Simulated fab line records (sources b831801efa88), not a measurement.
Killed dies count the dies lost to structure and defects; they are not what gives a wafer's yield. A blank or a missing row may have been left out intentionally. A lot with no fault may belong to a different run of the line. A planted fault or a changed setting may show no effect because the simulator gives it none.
fab line records -- flow sky130
[record] lots = 12, wafers = 35, lastDay = 50
route steps=708 shown LOCAL_INTERCONNECT@388 CONTACT@406 PAD_OPEN@708
lots that met no fault: from a run of the same line without faults
startH: the number of hours between the record's first day and the start of the first shown wafer of the lot -- waitH: hours since the lot's step before -- " repeats the value in the row above -- L1.1+2: several wafers, shown together as one row -- - value missing, or start not given -- * or withheld: withheld -- < > ~ a bound
route shown NAME@n: NAME is a module with steps in the file, n the number in the route of the first one -- usual: mean/standard deviation of fault-free wafers -- same: alike in all rows -- chamber/n: place in a boat -- sites: readings site by site -- _std_site: how widely they spread, as a standard deviation -- _edge_site: outer sites' mean less inner sites' -- radiusMm: how far each site lies from the wafer's centre -- mask NAME#n: copy n -- behind: the last tool/chamber to shape the wafer -- hold: cause of the lot's hold/its duration in hours/its outcome -- device: names the non-switching transistor (n, p or np) -- end of line: tests of these same wafers at the route's end -- for a step that has no rows: nothing shown but its recipe -- killed: dies that structure and defects cost at the first sort, which is not the same as the wafer's yield -- map: the dies of a wafer, with x for killed, . for not killed, _ for no die there
set.NAME: the setting that was run; set.NAME@STEP: the one run at that earlier step -- model.NAME: the simulator's own value behind a step, which no gauge read
a sample of lots followed through the steps of the route, with each step as a table and each wafer as a row
services: the hour from which a tool's chamber was out of use, counted from the record's first day as startH (under 0 if before that day), plus the number of hours and why
[[steps]]
[step SKY_LOCAL_INTERCONNECT_RS_MEAS_01]
[recipe] thkMeasGauge = four-point-probe, reads = TiN_of_LOCAL_INTERCONNECT_SPUTTER_00
[usual] LOCAL_INTERCONNECT_TIN_RS = 14.16/0.2
lot.wafer,tool,chamber,startH,waitH,LOCAL_INTERCONNECT_TIN_RS[ohm/sq]
L446.2,filmMetro-01,-,670.86,0.1,13.99
L446.3,filmMetro-01,-,670.86,0.1,14.35
L446.6,filmMetro-01,-,670.86,0.1,14.43
L447.1,filmMetro-01,-,714.83,0.0,14.02
L447.4,filmMetro-01,-,714.83,0.0,14.21
L447.5,filmMetro-01,-,714.83,0.0,14.17
L448.1,filmMetro-02,-,716.01,0.0,14.02
L448.2,filmMetro-02,-,716.01,0.0,13.83
L448.4,filmMetro-02,-,716.01,0.0,14.11
L449.1,filmMetro-04,-,796.78,0.0,14.10
L449.2,filmMetro-04,-,796.78,0.0,14.15
L449.4,filmMetro-04,-,796.78,0.0,13.95
L451.2,filmMetro-01,-,800.20,0.1,14.24
L451.3,filmMetro-01,-,800.20,0.1,14.32
L451.4,filmMetro-01,-,800.20,0.1,14.32
L454.1,filmMetro-01,-,801.39,0.0,14.14
L454.4,filmMetro-01,-,801.39,0.0,14.53
L454.5,filmMetro-01,-,801.39,0.0,14.09
L455.2,filmMetro-02,-,803.48,0.1,14.06
L455.3,filmMetro-02,-,803.48,0.1,13.82
L455.4,filmMetro-02,-,803.48,0.1,14.18
L457.1,filmMetro-02,-,806.29,0.0,14.15
L457.2,filmMetro-02,-,806.29,0.0,14.11
L461.1,filmMetro-01,-,812.44,0.0,14.38
L461.4,filmMetro-01,-,812.44,0.0,14.37
L461.5,filmMetro-01,-,812.44,0.0,13.97
L464.2,filmMetro-01,-,822.41,0.1,13.94
L464.5,filmMetro-01,-,822.41,0.1,13.86
L464.6,filmMetro-01,-,822.41,0.1,14.11
L467.2,filmMetro-04,-,836.37,0.1,14.11
L467.4,filmMetro-04,-,836.37,0.1,14.33
L467.5,filmMetro-04,-,836.37,0.1,14.24
L468.3,filmMetro-01,-,849.92,0.1,13.81
L468.4,filmMetro-01,-,849.92,0.1,14.10
L468.6,filmMetro-01,-,849.92,0.1,13.91
[step SKY_CONTACT_CVD_00]
[recipe] material = Si3N4, targetThkNm = 75, tempC = 400, timeS = withheld, rfW = 450
[usual] heaterPowerW = 707/120
lot.wafer,tool,chamber,startH,waitH,heaterPowerW
L446.2,pecvd-02,2,700.52,0.0,785
L446.3,pecvd-02,1,700.52,0.0,728
L446.6,pecvd-02,1,700.52,0.0,728
L447.1,pecvd-04,2,744.22,0.0,705
L447.4,pecvd-04,0,744.22,0.0,725
L447.5,pecvd-04,2,744.22,0.0,697
L448.1,pecvd-03,1,744.60,0.0,673
L448.2,pecvd-03,2,744.60,0.0,679
L448.4,pecvd-03,2,744.60,0.0,686
L449.1,pecvd-04,2,824.37,0.0,630
L449.2,pecvd-04,0,824.37,0.0,710
L449.4,pecvd-04,1,824.37,0.0,1042
L451.2,pecvd-03,0,826.53,0.0,587
L451.3,pecvd-03,1,826.53,0.0,794
L451.4,pecvd-03,1,826.53,0.0,766
L454.1,pecvd-04,1,827.54,0.0,917
L454.4,pecvd-04,2,827.54,0.0,697
L454.5,pecvd-04,0,827.54,0.0,712
L455.2,pecvd-04,1,829.11,0.0,898
L455.3,pecvd-04,0,829.11,0.0,707
L455.4,pecvd-04,0,829.11,0.0,723
L457.1,pecvd-04,2,832.96,0.0,615
L457.2,pecvd-04,0,832.96,0.0,732
L461.1,pecvd-02,0,837.96,0.0,453
L461.4,pecvd-02,2,837.96,0.0,786
L461.5,pecvd-02,0,837.96,0.0,461
L464.2,pecvd-03,2,849.30,0.0,751
L464.5,pecvd-03,0,849.30,0.0,592
L464.6,pecvd-03,2,849.30,0.0,753
L467.2,pecvd-04,2,862.78,0.0,623
L467.4,pecvd-04,2,862.78,0.0,607
L467.5,pecvd-04,1,862.78,0.0,1010
L468.3,pecvd-04,2,876.81,0.0,666
L468.4,pecvd-04,1,876.81,0.0,959
L468.6,pecvd-04,2,876.81,0.0,644
[step SKY_CONTACT_COAT_08]
[recipe] resist = BARC, tempC = withheld, timeS = withheld, spinRpm = 3000, resistThkNm = 60
[usual] dispensePressureKPa = 47.6/2.8
lot.wafer,tool,chamber,startH,waitH,dispensePressureKPa
L446.2,lithoTrack-03,0,715.23,0.1,51.5
L446.3,lithoTrack-03,0,715.23,0.1,51.5
L446.6,lithoTrack-03,0,715.23,0.1,51.5
L447.1,lithoTrack-03,0,757.50,0.1,51.6
L447.4,lithoTrack-03,0,757.50,0.1,51.5
L447.5,lithoTrack-03,0,757.50,0.1,51.5
L448.1,lithoTrack-01,0,757.81,0.1,45.3
L448.2,lithoTrack-01,0,757.81,0.1,45.2
L448.4,lithoTrack-01,0,757.81,0.1,45.3
L449.1,lithoTrack-02,0,837.49,0.1,45.9
L449.2,lithoTrack-02,0,837.49,0.1,46.0
L449.4,lithoTrack-02,0,837.49,0.1,46.0
L451.2,lithoTrack-03,0,839.58,0.1,51.5
L451.3,lithoTrack-03,0,839.58,0.1,51.6
L451.4,lithoTrack-03,0,839.58,0.1,51.6
L454.1,lithoTrack-03,0,840.65,0.1,51.5
L454.4,lithoTrack-03,0,840.65,0.1,51.5
L454.5,lithoTrack-03,0,840.65,0.1,51.6
L455.2,lithoTrack-01,0,842.68,0.1,45.2
L455.3,lithoTrack-01,0,842.68,0.1,45.2
L455.4,lithoTrack-01,0,842.68,0.1,45.3
L457.1,lithoTrack-03,0,846.40,0.1,51.5
L457.2,lithoTrack-03,0,846.40,0.1,51.6
L461.1,lithoTrack-02,0,851.34,0.1,45.9
L461.4,lithoTrack-02,0,851.34,0.1,45.9
L461.5,lithoTrack-02,0,851.34,0.1,46.0
L464.2,lithoTrack-01,0,862.23,0.1,45.3
L464.5,lithoTrack-01,0,862.23,0.1,45.3
L464.6,lithoTrack-01,0,862.23,0.1,45.3
L467.2,lithoTrack-01,0,876.23,0.1,45.2
L467.4,lithoTrack-01,0,876.23,0.1,45.3
L467.5,lithoTrack-01,0,876.23,0.1,45.3
L468.3,lithoTrack-02,0,889.54,0.1,45.9
L468.4,lithoTrack-02,0,889.54,0.1,46.0
L468.6,lithoTrack-02,0,889.54,0.1,46.0
[step SKY_CONTACT_ETCH_16]
[recipe] chemistry = N2/H2, target = BARC, ionEnergyEv = 200, sourceW = 500, biasW = 100, pressureMtorr = 30, n2FlowSccm = 100, h2FlowSccm = 200, stopOn = SiO2, timeS = 45.9, targetDepthA = 600
[usual] drypumpMotorCurrentA = 5.8/0.43, oesProductAu = 0.853/0.0044, throttleValvePct = 13.224/0.0094
lot.wafer,tool,chamber,startH,waitH,drypumpMotorCurrentA,oesProductAu,rfHoursCounterH,throttleValvePct
L446.2,rieDiel-02,0,729.75,0.0,5.9,0.853,14,13.227
L446.3,rieDiel-02,3,729.75,0.0,5.2,0.853,1,13.225
L446.6,rieDiel-02,1,729.75,0.0,5.6,0.852,-,13.214
L447.1,rieDiel-01,2,772.11,0.0,5.8,0.853,2,13.211
L447.4,rieDiel-01,3,772.11,0.0,6.0,0.853,9,13.211
L447.5,rieDiel-01,0,772.11,0.0,5.3,0.858,-,13.233
L448.1,rieDiel-02,2,772.17,0.0,6.4,0.845,38,13.222
L448.2,rieDiel-02,0,772.17,0.0,5.9,0.848,15,13.224
L448.4,rieDiel-02,3,772.17,0.0,5.1,0.851,2,13.228
L449.1,rieDiel-04,0,851.20,0.0,5.4,0.858,11,13.225
L449.2,rieDiel-04,2,851.20,0.0,6.1,0.853,16,13.237
L449.4,rieDiel-04,1,851.20,0.0,5.2,0.844,27,13.230
L451.2,rieDiel-04,1,853.31,0.0,5.2,0.860,27,13.223
L451.3,rieDiel-04,0,853.31,0.0,5.4,0.860,11,13.233
L451.4,rieDiel-04,3,853.31,0.0,5.8,0.855,10,13.220
L454.1,rieDiel-02,1,854.26,0.0,5.6,0.847,8,13.222
L454.4,rieDiel-02,3,854.26,0.0,5.2,0.849,5,13.203
L454.5,rieDiel-02,1,854.26,0.0,5.6,0.848,-,13.242
L455.2,rieDiel-02,2,855.86,0.0,6.4,0.855,2,13.229
L455.3,rieDiel-02,1,855.86,0.0,5.6,0.852,8,13.208
L455.4,rieDiel-02,3,855.86,0.0,5.1,0.851,5,13.218
L457.1,rieDiel-04,2,859.96,0.0,6.1,0.866,16,13.230
L457.2,rieDiel-04,3,859.96,0.0,5.8,0.870,11,13.228
L461.1,rieDiel-02,2,864.48,0.0,6.4,0.845,2,13.214
L461.4,rieDiel-02,0,864.48,0.0,5.9,0.851,18,13.226
L461.5,rieDiel-02,3,864.48,0.0,5.1,0.858,-,13.209
L464.2,rieDiel-02,3,876.01,0.0,5.2,0.856,6,13.199
L464.5,rieDiel-02,3,876.01,0.0,5.1,0.858,-,13.241
L464.6,rieDiel-02,2,876.01,0.0,6.4,0.853,-,13.222
L467.2,rieDiel-04,2,888.67,0.0,6.1,0.854,18,13.226
L467.4,rieDiel-04,0,888.67,0.0,5.4,0.852,-,13.221
L467.5,rieDiel-04,2,888.67,0.0,6.0,0.856,-,13.214
L468.3,rieDiel-02,2,902.86,0.0,6.4,0.854,4,13.230
L468.4,rieDiel-02,3,902.86,0.0,5.1,0.848,7,13.225
L468.6,rieDiel-02,3,902.86,0.0,5.1,0.857,-,13.227
[step SKY_CONTACT_RS_MEAS_25]
[recipe] thkMeasGauge = four-point-probe, reads = W_of_CONTACT_CVD_24+TiN_of_CONTACT_SPUTTER_23
[usual] CONTACT_W_RS = 0.339/0.0052
lot.wafer,tool,chamber,startH,waitH,CONTACT_W_RS[ohm/sq]
L446.2,filmMetro-01,-,730.67,0.1,0.333
L446.3,filmMetro-01,-,730.67,0.1,0.334
L446.6,filmMetro-01,-,730.67,0.1,0.334
L447.1,filmMetro-01,-,773.01,0.1,0.346
L447.4,filmMetro-01,-,773.01,0.1,0.337
L447.5,filmMetro-01,-,773.01,0.1,0.340
L448.1,filmMetro-02,-,773.17,0.2,0.334
L448.2,filmMetro-02,-,773.17,0.2,0.330
L448.4,filmMetro-02,-,773.17,0.2,0.334
L449.1,filmMetro-02,-,852.20,0.2,0.343
L449.2,filmMetro-02,-,852.20,0.2,0.348
L449.4,filmMetro-02,-,852.20,0.2,0.346
L451.2,filmMetro-01,-,854.23,0.1,0.338
L451.3,filmMetro-01,-,854.23,0.1,0.346
L451.4,filmMetro-01,-,854.23,0.1,0.345
L454.1,filmMetro-02,-,855.16,0.1,0.334
L454.4,filmMetro-02,-,855.16,0.1,0.329
L454.5,filmMetro-02,-,855.16,0.1,0.334
L455.2,filmMetro-01,-,856.78,0.1,0.342
L455.3,filmMetro-01,-,856.78,0.1,0.341
L455.4,filmMetro-01,-,856.78,0.1,0.339
L457.1,filmMetro-01,-,860.86,0.1,0.345
L457.2,filmMetro-01,-,860.86,0.1,0.329
L461.1,filmMetro-01,-,865.48,0.1,0.340
L461.4,filmMetro-01,-,865.48,0.1,0.336
L461.5,filmMetro-01,-,865.48,0.1,0.338
L464.2,filmMetro-01,-,876.93,0.1,0.341
L464.5,filmMetro-01,-,876.93,0.1,0.341
L464.6,filmMetro-01,-,876.93,0.1,0.336
L467.2,filmMetro-03,-,889.58,0.1,0.337
L467.4,filmMetro-03,-,889.58,0.1,0.331
L467.5,filmMetro-03,-,889.58,0.1,0.346
L468.3,filmMetro-03,-,909.25,0.1,0.332
L468.4,filmMetro-03,-,909.25,0.1,0.338
L468.6,filmMetro-03,-,909.25,0.1,0.331
[step SKY_PAD_OPEN_PROBE_99]
[usual] killed_at_M0_to_M3 = 42/7.3, killed_at_M4_up = 3.4/2, killedAtContacts = 24/5.8, killedAtFrontEnd = 15/4.6, killedAtOther = 0.3/0.62, killedDies = 84/9.8, killedOnRim = 16/3.8, killedOpen = 47/6.9, killedShort = 38/6.3
[same] grossDies = 492, killedAtBackSide = 0
lot.wafer,tool,chamber,startH,waitH,killed_at_M0_to_M3,killed_at_M4_up,killedAtContacts,killedAtFrontEnd,killedAtOther,killedDies,killedOnRim,killedOpen,killedShort
L451.2,prober-01,-,1165.92,0.1,36,1,25,12,0,74,15,41,33
L451.3,prober-01,-,1165.97,0.2,40,6,26,19,1,92,14,48,44
L451.4,prober-01,-,1166.02,0.2,46,4,32,13,0,95,12,55,40
L457.1,prober-01,-,1170.37,0.1,40,8,25,13,1,87,21,47,40
// killed by level:class
L451.2 VIA1:geometricParticle:open=14 CONTACT:geometricParticle:open=6 LI_CONTACT:geometricParticle:open=6 METAL2:geometricParticle:short=6 CONTACT:geometricParticle:short=5 FIELD_ISO:geometricParticle:open=4 FIELD_ISO:geometricParticle:short=3 METAL1:geometricParticle:short=3
L451.3 CONTACT:geometricParticle:open=10 VIA1:geometricParticle:open=9 LI_CONTACT:geometricParticle:open=6 METAL1:geometricParticle:short=6 VIA1:geometricParticle:short=6 CONTACT:geometricParticle:short=5 FIELD_ISO:geometricParticle:short=4 POLY_GATE:geometricParticle:short=4
L451.4 VIA1:geometricParticle:open=11 CONTACT:geometricParticle:short=11 VIA3:geometricParticle:open=9 CONTACT:geometricParticle:open=7 LI_CONTACT:geometricParticle:open=6 VIA2:geometricParticle:open=5 FIELD_ISO:geometricParticle:open=4 POLY_GATE:geometricParticle:short=4
L457.1 VIA1:geometricParticle:open=11 LOCAL_INTERCONNECT:geometricParticle:short=7 CONTACT:geometricParticle:open=7 CONTACT:geometricParticle:short=6 FIELD_ISO:geometricParticle:open=4 POLY_GATE:geometricParticle:open=4 VIA1:geometricParticle:short=4 VIA2:geometricParticle:open=4
[[services]]
tool,chamber,startH,hours,kind
rieDiel-04,2,678.15,4.4,repair
pecvd-04,0,687.18,6.8,repair
pecvd-04,1,704.10,23.7,repair
rieDiel-01,0,707.43,16.2,repair
rieDiel-04,0,709.82,3.2,repair
pecvd-04,1,727.85,2.1,scheduledDown
pecvd-04,-,733.11,6.0,pm
rieDiel-01,2,756.30,6.2,repair
pecvd-02,1,766.21,30.7,repair
pecvd-02,-,774.03,0.5,repair
pecvd-04,2,781.82,5.5,scheduledDown
rieDiel-02,2,788.18,-,clean
rieDiel-02,2,788.18,16.4,scheduledDown
rieDiel-02,2,788.18,16.4,ventCycle
pecvd-02,0,801.37,4.7,repair
pecvd-04,1,846.99,5.0,scheduledDown
pecvd-03,-,851.43,4.3,pm
pecvd-04,-,852.42,0.2,repair
pecvd-04,0,855.00,4.5,repair
rieDiel-04,1,858.89,1.8,repair
pecvd-02,-,862.10,2.8,pm
rieDiel-04,1,867.71,-,clean
rieDiel-04,1,867.71,25.3,scheduledDown
rieDiel-02,-,882.13,1.2,repair
[[key]]
[firstSign] step = SKY_CONTACT_ETCH_16, reading = oesProductAu, direction = up, sigmas = 3.4, usual = 0.853, struck = 0.868
effect none on later readings
metAt SKY_CONTACT_COAT_08
struckLots L457
struckWafers L457.1,L457.2
testerLeftOut L457
notActingAt SKY_LOCAL_INTERCONNECT_RS_MEAS_01,SKY_CONTACT_CVD_00,SKY_CONTACT_RS_MEAS_25
onsetBetween 840.65 846.40
[fault] kind = processParameterDrift, tool = lithoTrack-03, chamber = -, onsetH = 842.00, steps = SKY_CONTACT_COAT_08, channel = resistThkNm, offset = 2.0676, shape = step, endH = 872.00, scope = struckWafersOnly, actsIn = theseRecipesOnly, stated = 60
// testerLeftOut: of these lots the tester's yield and bins aren't shown, on N5 and GAA mostly nor the transistor test; their killed dies are dies lost to structure and defects alone, not to doping, threshold or leakage, so they don't give the yield
